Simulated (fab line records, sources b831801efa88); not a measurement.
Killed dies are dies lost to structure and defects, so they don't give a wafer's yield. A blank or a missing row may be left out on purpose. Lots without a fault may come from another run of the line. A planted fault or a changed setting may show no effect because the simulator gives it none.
A struck lot beside a sound one | flow sky130 | 15 steps out of a route of 708
Sound: wafers L441.4, L441.5, L441.6. Struck: wafers L434.2, L434.4, L434.6. The cause comes at the end.
At each step with rows: each side's tool, then ch and its chambers, then its first start. Under that, the readings that differ: sound wafers | struck wafers | difference of the means | sigmas: that difference in standard deviations of wafers without a fault.
alike: readings whose means differ by less than 2 such deviations, and words and numbers that are the same on both sides. not compared: withheld readings, readings that some wafer has no value for, bounds like >300 that may hide the same value, and numbers for which the record gives no deviation and whose values overlap.
The two part at a step that has a row with sigmas, a row that says differs or no value, or rows on one side only. Numbers that don't overlap but have no deviation are shown without sigmas and don't part them. A reading that every wafer of one side lacks parts them only if that side has two wafers or more.

SKY_LDD_HVN_OVL_MEAS_07:
  sound on overlay-01, day 29 00:02; struck on overlay-02, day 25 12:33
  alike: LDD_HVN_OVL
then, 1 step without rows for these wafers: SKY_LDD_HVN_IMPLANT_08.
SKY_LDD_HVN_STRIP_09: strips in O2/N2.
  sound on plasma_asher-04 ch 0,1, day 29 00:14; struck on plasma_asher-01 ch 0,1, day 25 12:44
  alike: drypump_motor_current_A, oes_product_au, strip_time_to_endpoint_s
  not compared: rf_hours_counter_h
SKY_LDD_HVN_TW_MEAS_10:
  sound on film_metro-02, day 29 00:20; struck on film_metro-01, day 25 12:50
  alike: LDD_HVN_TW
then, 7 steps without rows for these wafers: SKY_LDD_HVP_DEHYDRATE_00 (time 60 s); SKY_LDD_HVP_HMDS_01 (prime time 60 s); SKY_LDD_HVP_COAT_02 (resist thk 300 nm); SKY_LDD_HVP_SOFTBAKE_03 (time 60 s); SKY_LDD_HVP_EXPOSE_04 (exposes mask HVPTM, target cd 700 nm); SKY_LDD_HVP_PEB_05; SKY_LDD_HVP_DEVELOP_06 (develop time 60 s).
SKY_LDD_HVP_OVL_MEAS_07:
  sound on overlay-01, day 30 03:42; struck on overlay-02, day 26 17:53
  alike: LDD_HVP_OVL
SKY_LDD_HVP_IMPLANT_08:
  sound on implanter-01 ch 0, day 30 03:47; struck on implanter-04, day 26 17:56
  no value came back on the struck wafers for beam_energy_keV, beam_on_s (s), implant_ion_amu; on the sound wafers beam_energy_keV reads 19.988 19.988 20.000
SKY_LDD_HVP_STRIP_09: strips in O2/N2.
  sound on plasma_asher-04 ch 0,1, day 30 03:54; struck on plasma_asher-04 ch 0,1, day 26 18:04
  alike: drypump_motor_current_A, oes_product_au, strip_time_to_endpoint_s
  not compared: rf_hours_counter_h
SKY_LDD_HVP_TW_MEAS_10:
  sound on film_metro-01, day 30 04:00; struck on film_metro-04, day 26 18:11
  reading    | sound             | struck         | difference | sigmas
  LDD_HVP_TW | 453.5 453.2 452.6 | 29.9 30.0 30.0 | -423.1     | -99 or more

WHERE THEY PART
First at SKY_LDD_HVP_IMPLANT_08; last, within this record, at SKY_LDD_HVP_TW_MEAS_10.

WHY: what the simulator had put in
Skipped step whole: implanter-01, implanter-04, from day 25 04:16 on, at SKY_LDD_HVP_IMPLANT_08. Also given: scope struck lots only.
